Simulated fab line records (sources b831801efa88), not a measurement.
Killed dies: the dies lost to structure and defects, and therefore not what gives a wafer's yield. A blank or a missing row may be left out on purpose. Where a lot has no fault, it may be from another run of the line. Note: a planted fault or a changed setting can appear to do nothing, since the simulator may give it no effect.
One fault seen from 2 desks -- flow sky130 -- what lay behind the numbers comes last; until then each desk has only its own

FROM THE METROLOGY DESK
What the gauges read for every lot (on any tool): the sampled wafers with a number, averaged. If a lot's mean is further than 4 standard deviations from the usual mean, the lot is out of limits and carries the mark OUT (the distance appears in the brackets). Of its 8 readings 7 are shown: those that lie furthest out on some lot.
Columns: A = cd-nm at SKY_VIA2_CD_MEAS_12, usual 200.4 nm; B = VIA2_OVL at SKY_VIA2_OVL_MEAS_13, usual -3 nm; C = VIA2_W_RS at SKY_VIA2_RS_MEAS_22, usual 0.272 ohm/sq; D = VIA2_W_THK at SKY_VIA2_THK_MEAS_23, usual 433 nm; E = CAPM_CVD_00_THK at SKY_CAPM_THK_MEAS_01, usual 15.44 nm; F = CAPM_TIN_RS at SKY_CAPM_RS_MEAS_03, usual 6.92 ohm/sq; G = CAPM_TIN_THK at SKY_CAPM_THK_MEAS_04, usual 199.8 nm
lot,first seen here,A,B,C,D,E,F,G
L537,day 37 18:03,200.1,-8,0.271,436,15.47,6.91,198.9
L536,day 37 18:28,199.0,4,0.269,440,15.72,6.87,200.1
L535,day 37 19:00,201.2,-4,0.275,430,15.21,6.95,199.9
L548,day 41 03:58,200.8,-7,0.273,442,15.41,6.97,198.4
L552,day 42 03:25,198.9,-2,0.271,431,15.56,6.85,200.5
L554,day 42 11:21,200.1,-1,0.274,432,15.69,6.90,200.5
Result from this desk: across the 6 lots, nothing is out of limits.

THE TOOL OWNER'S DESK: cmp-01
The tool's own readings at SKY_VIA2_CMP_24 (polishes, stops on SiO2, t overpolish 20 s, target thk 0 nm): means of the sampled wafers that have a number, for each lot that ran on this tool. If a lot's mean is further than 4 standard deviations from the usual mean, the lot is out of limits and carries the mark OUT (the distance appears in the brackets).
Columns: A = motor-current-A at SKY_VIA2_CMP_24, usual 10.8 A; B = overpolish-run-s at SKY_VIA2_CMP_24, usual 20.001 s; C = time-to-endpoint-s at SKY_VIA2_CMP_24, usual 100 s
lot,first seen here,A,B,C
L537,day 37 19:21,10.0,20.001,105
L536,day 37 19:40,10.9,19.995,88
L535,day 37 20:14,11.0,19.999,75 (-7.8) OUT
L552,day 42 04:49,10.9,20.003,95
L554,day 42 12:43,10.3,19.993,98
This desk finds L535 out of limits, L535 being first, at day 37 20:14 (time-to-endpoint-s at SKY_VIA2_CMP_24). L537, L536, L552, L554: within limits.

BROUGHT TOGETHER
On L535, at day 37 20:14, an alarm was possible from the tool owner's desk.
Nothing out of limits was seen by the metrology desk.
The metrology desk holds a record of L535, inside its limits.
SKY_VIA2_CMP_24 was run on cmp-01 by each of the lots named.

WHAT WAS PUT IN BY THE SIMULATOR
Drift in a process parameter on cmp-01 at SKY_VIA2_CMP_24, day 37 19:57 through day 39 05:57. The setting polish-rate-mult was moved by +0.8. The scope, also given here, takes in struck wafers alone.
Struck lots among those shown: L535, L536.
Hours from the fault's start to each desk's first reading out of limits: the tool owner's desk, 0.
